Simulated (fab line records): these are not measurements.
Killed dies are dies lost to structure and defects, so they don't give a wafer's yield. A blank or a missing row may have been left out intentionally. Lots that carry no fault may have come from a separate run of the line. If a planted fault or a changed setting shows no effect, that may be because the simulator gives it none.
Chamber matching | flow sky130 | 3 sister chambers for SKY_VIA3_HDPCVD_00 on hdpcvd-01
The step deposits SiO2, target thk 1635 nm, time 272.5 s. 14 wafers are shown with their chamber, then 7 later ones without.

## EACH WAFER AND ITS CHAMBER
wafer  | chamber | run_length_s (s)
L655.2 | 2       | 301.0
L655.3 | 0       | 300.5
L655.6 | 1       | 300.0
L656.1 | 1       | 300.2
L656.4 | 2       | 300.8
L656.5 | 1       | 300.0
L657.1 | 2       | 300.9
L657.2 | 1       | 300.3
L657.4 | 0       | 300.6
L659.1 | 2       | 301.1
L659.2 | 1       | 300.3
L659.6 | 1       | 300.0
L670.1 | 1       | 300.2
L670.4 | 1       | 300.6

SIGNATURES (averages over the wafers above)
reading      | chamber 0 | chamber 1 | chamber 2 | scatter within a chamber
run_length_s | 300.550   | 300.200   | 300.950   | 0.18
Rule: for a wafer and a chamber, the distance is found by dividing, reading by reading, the gap between the wafer's reading and the chamber's mean by the reading's scatter, squaring, summing and taking the root. If the next closest chamber is less than 2 further off than the closest, the wafer can't be placed; otherwise it belongs to the closest. The scatter: the root of (the sum of the squares of (reading less its chamber's mean) over the shown wafers, divided by (wafers less chambers)).

## WAFERS MISSING THEIR CHAMBER
wafer  | run_length_s (s)
L670.5 | 300.0
L672.1 | 300.1
L672.3 | 300.9
L672.4 | 300.1
L674.1 | 300.7
L674.3 | 300.0
L674.6 | 300.6

## CHAMBER TAKEN BY EACH
wafer  | from the rows above          | in truth
L670.5 | can't be placed: 1 or 0      | 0
L672.1 | can't be placed: 1 or 0      | 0
L672.3 | can't be placed: 2 or 0      | 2
L672.4 | can't be placed: 1 or 0      | 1
L674.1 | can't be placed: 0 or 2 or 1 | 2
L674.3 | can't be placed: 1 or 0      | 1
L674.6 | can't be placed: 0 or 2 or 1 | 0
0 of 7 placed correctly. From these rows, 7 cannot be placed; in 7 the true chamber is one of the candidates. Wrongly placed: 0.
